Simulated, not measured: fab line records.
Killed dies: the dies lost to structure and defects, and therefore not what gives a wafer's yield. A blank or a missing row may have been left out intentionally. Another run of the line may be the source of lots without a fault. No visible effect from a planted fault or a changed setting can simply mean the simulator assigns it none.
Which of the tools did it? || flow sky130 || route of 708 steps, sampled at 1 step: 12 lots, 36 wafers

WHAT EACH GAUGE READ, for each wafer
SKY_LDD_HVN_OVL_MEAS_07.
{"lot": "L945", "measured": "day 20 14:00", "on": "overlay-01", "LDD_HVN_OVL (nm)": "0.0 0.5 -0.1"}
{"lot": "L949", "measured": "day 22 16:17", "on": "overlay-01", "LDD_HVN_OVL (nm)": "-0.4 -0.9 0.7"}
{"lot": "L950", "measured": "day 22 17:50", "on": "overlay-02", "LDD_HVN_OVL (nm)": "0.0 0.5 -0.2"}
{"lot": "L955", "measured": "day 24 18:58", "on": "overlay-01", "LDD_HVN_OVL (nm)": "0.2 1.0 2.1"}
{"lot": "L956", "measured": "day 25 12:17", "on": "overlay-02", "LDD_HVN_OVL (nm)": "-1.5 -1.5 -2.0"}
{"lot": "L957", "measured": "day 25 12:57", "on": "overlay-02", "LDD_HVN_OVL (nm)": "-2.4 -2.6 -2.4"}
{"lot": "L960", "measured": "day 26 13:09", "on": "overlay-02", "LDD_HVN_OVL (nm)": "-1.7 -1.2 -1.9"}
{"lot": "L961", "measured": "day 27 01:20", "on": "overlay-01", "LDD_HVN_OVL (nm)": "0.2 0.4 0.1"}
{"lot": "L962", "measured": "day 27 05:56", "on": "overlay-02", "LDD_HVN_OVL (nm)": "-1.1 -2.5 -2.1"}
{"lot": "L963", "measured": "day 27 16:23", "on": "overlay-02", "LDD_HVN_OVL (nm)": "-2.6 -0.7 -1.6"}
{"lot": "L964", "measured": "day 27 17:53", "on": "overlay-01", "LDD_HVN_OVL (nm)": "1.0 2.5 1.8"}
{"lot": "L967", "measured": "day 28 16:54", "on": "overlay-01", "LDD_HVN_OVL (nm)": "-2.3 -2.8 -2.7"}

TOOL THAT RAN EACH LOT (tool first, then ch and the chambers of the sampled wafers, then the start)
The record shows no process step preceding these readings.

WHAT THE TOOLS THEMSELVES READ (means of the sampled wafers that have a number; where no wafer has one, the mark that the record gives instead)
The record holds no such reading with a usual standard deviation.

THE ANSWER, worked out from the rows above alone
Rule: usual is defined by the lots themselves. The widest of any qualifying gaps counts: lots, ordered by their means at a reading, are off when they make up no more than a third of the lots, leave a main group of 4 or more, and stand apart from it by 3 or more times the standard deviation of that group's means. The tables above print the reading to a certain number of digits; a main group whose means all agree to those digits is not used. A lot without any number at a reading at which 4 lots or more have one is off too. All remaining lots with rows at the step are treated as sound. First the gauges in route order, then the tools' own readings, where a lot's mean is used as printed above. At the first step where some lot is off, the reading lying furthest off is the one used; lots without a number count as furthest.
No lot is off at any reading shown: from this, nothing can be told.

WHAT THE SIMULATOR PUT IN
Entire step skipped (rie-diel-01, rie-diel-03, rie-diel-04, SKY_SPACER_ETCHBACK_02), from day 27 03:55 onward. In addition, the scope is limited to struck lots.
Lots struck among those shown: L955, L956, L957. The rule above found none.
